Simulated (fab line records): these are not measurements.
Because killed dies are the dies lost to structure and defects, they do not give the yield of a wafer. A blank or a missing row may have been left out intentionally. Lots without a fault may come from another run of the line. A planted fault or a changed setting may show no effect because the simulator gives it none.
A struck lot beside a sound one | flow sky130 | 14 out of 708 route steps
Sound: these wafers, L878.3, L878.5, L878.6. Wafers struck: L867.2, L867.3, L867.6. The cause comes at the end.
Per side, at each step with rows, come the tool, then ch with its chambers, and then its first start. Under that, the readings that differ: sound wafers | struck wafers | difference of the means | sigmas: that difference in standard deviations of wafers without a fault.
alike: readings with means less than 2 such deviations apart, plus words and numbers identical on both sides. not compared: withheld readings, readings lacking a value on some wafer, bounds such as >300 that could conceal the same value, and numbers that have no deviation in the record and whose values overlap.
A row with sigmas, a row that says differs or no value, or rows on one side alone: a step with any of these is where the two part. Non-overlapping numbers with no deviation appear without sigmas and do not part them. A reading that every wafer of one side lacks parts them only if that side has two wafers or more.

SKY_CAPM_METAL_ETCH_13: etches TiN in Cl2/BCl3, stops on SiO2, target depth 220 nm, time 62.9 s.
  sound on rie_metal-02 ch 0,1, day 43 05:55; struck on rie_metal-02 ch 0,1, day 40 12:38
  alike: drypump_motor_current_A, oes_product_au, throttle_valve_pct
  not compared: rf_hours_counter_h
SKY_CAPM_STRIP_14: strips in O2/N2.
  sound on plasma_asher-01 ch 0,1, day 43 06:00; struck on plasma_asher-04 ch 0,1, day 40 12:42
  alike: drypump_motor_current_A, oes_product_au, strip_time_to_endpoint_s
  not compared: rf_hours_counter_h
then, 10 steps without rows for these wafers: SKY_CAPM_STRIP_15 (strips in post etch residue remover, time 1200 s); SKY_CAPM_CLEAN_16 (cleans in IPA, time 180 s); SKY_CAPM_CLEAN_17 (cleans in O3/DIW); SKY_METAL3_DEHYDRATE_05 (time 60 s); SKY_METAL3_HMDS_06 (prime time 60 s); SKY_METAL3_COAT_07 (resist thk 60 nm); SKY_METAL3_COAT_08 (resist thk 1140 nm); SKY_METAL3_SOFTBAKE_09 (time 90 s); SKY_METAL3_EXPOSE_10 (exposes mask MM3, target cd 300 nm); SKY_METAL3_PEB_11.
SKY_METAL3_DEVELOP_12: develop time 60 s.
  struck on litho_track-01, day 41 13:00; sound on litho_track-04 ch 0, day 44 05:00
  no value came back on the struck wafers for chill_plate_temp_C (C), develop_time_s (s); on the sound wafers chill_plate_temp_C (C) reads 23.21 23.28 23.11
  reading                                       | sound          | struck         | difference | sigmas
  model.KrF-thick_of_METAL3_COAT_08.thk_nm (nm) | 1123 1122 1126 | 1137 1136 1137 | +13        |
SKY_METAL3_CD_MEAS_13 targets a cd of 300 nm.
  sound: cd_sem-01 at day 44 05:38; struck: cd_sem-01 at day 41 13:19
  reading    | sound             | struck | difference                    | sigmas
  cd_nm (nm) | 299.4 298.7 299.8 | - - -  | no value on the struck wafers |

## WHERE THEY PART
Last at SKY_METAL3_CD_MEAS_13 as far as this record goes, first at SKY_METAL3_DEVELOP_12.

WHY: the cause the simulator had injected
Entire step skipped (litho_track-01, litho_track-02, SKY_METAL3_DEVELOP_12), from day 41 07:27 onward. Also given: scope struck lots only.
